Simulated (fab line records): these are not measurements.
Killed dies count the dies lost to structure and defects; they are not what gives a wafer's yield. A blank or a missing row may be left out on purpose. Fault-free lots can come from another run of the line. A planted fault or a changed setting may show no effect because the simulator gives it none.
The tool behind it: which one? | flow gf180mcu | 13 lots, 39 wafers sampled, at 4 steps of a route of 602

## WHAT THE GAUGES SHOWED, per wafer
GF_TOP_METAL_OVL_MEAS_15. Usual: TOP_METAL_OVL typically reads 0.4 nm, with standard deviation 1.4.
lot  | measured     | on         | TOP_METAL_OVL (nm) | flag
L366 | day 28 09:52 | overlay-01 | 0.7 0.9 -0.9       |
L368 | day 28 15:23 | overlay-01 | 0.6 -1.3 -0.4      |
L367 | day 28 15:37 | overlay-02 | -1.0 1.2 -0.8      |
L369 | day 29 10:07 | overlay-02 | -0.7 -0.3 -2.0     |
L370 | day 29 17:01 | overlay-02 | -0.1 0.8 -1.2      |
L373 | day 30 07:28 | overlay-01 | 2.0 0.8 0.3        |
L372 | day 30 12:01 | overlay-02 | -0.1 -0.6 -0.2     |
L377 | day 31 15:45 | overlay-01 | 0.1 3.1 3.4        |
L379 | day 32 01:31 | overlay-02 | 0.7 1.3 -0.9       |
L381 | day 32 11:42 | overlay-02 | 1.4 -0.5 1.1       |
L383 | day 33 02:31 | overlay-01 | 0.2 -1.0 0.1       |
L387 | day 33 16:51 | overlay-02 | 0.3 -0.4 -0.5      |
L389 | day 34 06:04 | overlay-01 | 1.8 0.3 1.1        |

GF_PASSIVATION_BOW_MEAS_14. Usual: PASSIVATION_BOW typically reads 135 um, with standard deviation 11.
lot  | measured     | on            | PASSIVATION_BOW (um) | flag
L366 | day 29 08:23 | film-metro-04 | 133 125 135          |
L368 | day 29 13:36 | film-metro-02 | 144 148 146          |
L367 | day 29 15:04 | film-metro-01 | 125 127 142          |
L369 | day 30 07:58 | film-metro-04 | 132 120 136          |
L370 | day 30 15:00 | film-metro-02 | 135 133 124          |
L373 | day 31 04:11 | film-metro-01 | 150 147 135          |
L372 | day 31 09:15 | film-metro-01 | 144 145 146          |
L377 | day 32 11:29 | film-metro-01 | 117 113 123          |
L379 | day 32 20:59 | film-metro-04 | 145 151 148          |
L381 | day 33 06:46 | film-metro-02 | 143 142 151          |
L383 | day 34 04:38 | film-metro-04 | 117 120 136          |
L387 | day 34 11:08 | film-metro-02 | 129 131 130          |
L389 | day 34 23:35 | film-metro-02 | 140 136 136          |

## WHAT TOOL EACH LOT RAN ON (gives the tool, then ch and the chambers of the sampled wafers, and finally the start)
lot  | GF_M2_SPUTTER_02             | GF_TOP_METAL_SPUTTER_01
L366 | pvd-sputter-02, day 18 12:19 | pvd-sputter-03, day 27 13:56
L368 | pvd-sputter-04, day 18 19:31 | pvd-sputter-03, day 27 19:44
L367 | pvd-sputter-02, day 18 21:56 | pvd-sputter-02, day 27 20:04
L369 | pvd-sputter-04, day 19 16:50 | pvd-sputter-02, day 28 14:27
L370 | pvd-sputter-02, day 20 05:53 | pvd-sputter-03, day 28 21:58
L373 | pvd-sputter-04, day 20 21:43 | pvd-sputter-04, day 29 12:34
L372 | pvd-sputter-03, day 21 03:13 | pvd-sputter-02, day 29 16:46
L377 | pvd-sputter-04, day 22 16:11 | pvd-sputter-02, day 30 21:51
L379 | pvd-sputter-04, day 23 04:07 | pvd-sputter-04, day 31 07:46
L381 | pvd-sputter-02, day 23 20:14 | pvd-sputter-02, day 31 18:58
L383 | pvd-sputter-03, day 24 13:53 | pvd-sputter-04, day 32 09:47
L387 | pvd-sputter-02, day 25 10:14 | pvd-sputter-02, day 33 01:04
L389 | pvd-sputter-03, day 26 04:59 | pvd-sputter-02, day 33 14:38
- GF_M2_SPUTTER_02: material AlCu, target thk 450 nm, time 23.9 s.
- GF_TOP_METAL_SPUTTER_01: material TiN, target thk 30 nm, time 25 s.

## AS READ BY THE TOOLS THEMSELVES (means over the sampled wafers that have a number; for cases with no such wafer, the mark the record gives instead)
GF_M2_SPUTTER_02. Usual: chamber-pressure-pa 0.3999 Pa, standard deviation 0.00085; throttle-valve-pct 30.1 %, standard deviation 1.2.
lot  | tool           | chamber-pressure-pa (Pa) | throttle-valve-pct (%) | flag
L366 | pvd-sputter-02 | 0.4000                   | 30.0                   |
L368 | pvd-sputter-04 | 0.3998                   | 31.3                   |
L367 | pvd-sputter-02 | 0.4007                   | 29.3                   |
L369 | pvd-sputter-04 | 0.3998                   | 30.7                   |
L370 | pvd-sputter-02 | 0.4007                   | 29.4                   |
L373 | pvd-sputter-04 | 0.4004                   | 31.0                   |
L372 | pvd-sputter-03 | 0.3995                   | 29.6                   |
L377 | pvd-sputter-04 | 0.4002                   | 31.3                   |
L379 | pvd-sputter-04 | 0.4000                   | 31.0                   |
L381 | pvd-sputter-02 | 0.3993                   | 29.4                   |
L383 | pvd-sputter-03 | 0.3999                   | 29.8                   |
L387 | pvd-sputter-02 | 0.3997                   | 29.3                   |
L389 | pvd-sputter-03 | 0.3995                   | 30.6                   |

GF_TOP_METAL_SPUTTER_01. Usual: chamber-pressure-pa 0.4001 Pa, standard deviation 0.00087; throttle-valve-pct 30.1 %, standard deviation 1.1.
lot  | tool           | chamber-pressure-pa (Pa) | throttle-valve-pct (%) | flag
L366 | pvd-sputter-03 | 0.3998                   | 31.4                   |
L368 | pvd-sputter-03 | 0.3996                   | 31.2                   |
L367 | pvd-sputter-02 | 0.3991                   | 29.5                   |
L369 | pvd-sputter-02 | 0.4006                   | 30.1                   |
L370 | pvd-sputter-03 | 0.3997                   | 31.2                   |
L373 | pvd-sputter-04 | 0.4007                   | 31.2                   |
L372 | pvd-sputter-02 | 0.4005                   | 29.5                   |
L377 | pvd-sputter-02 | 0.3991                   | 29.9                   |
L379 | pvd-sputter-04 | 0.4013                   | 30.3                   |
L381 | pvd-sputter-02 | 0.4009                   | 29.5                   |
L383 | pvd-sputter-04 | 0.3999                   | 30.9                   |
L387 | pvd-sputter-02 | 0.3999                   | 29.4                   |
L389 | pvd-sputter-02 | 0.3996                   | 29.5                   |

## THE ANSWER, worked out from the rows above alone
Rule: lot off if the mean of its wafers having a number is beyond 3 standard deviations from the usual mean. Also off: a lot with no number at a reading for which 4 or more lots have one. Any other lot the step has rows for is counted as sound. Order of review: gauges by route order, followed by the tools' own readings, for which a lot's mean as printed above is used. At the first step where some lot is off, the reading lying furthest off is the one used; lots without a number count as furthest.
Nothing can be told from this: no lot is off at any reading shown.

## WHAT HAD BEEN PUT IN BY THE SIMULATOR
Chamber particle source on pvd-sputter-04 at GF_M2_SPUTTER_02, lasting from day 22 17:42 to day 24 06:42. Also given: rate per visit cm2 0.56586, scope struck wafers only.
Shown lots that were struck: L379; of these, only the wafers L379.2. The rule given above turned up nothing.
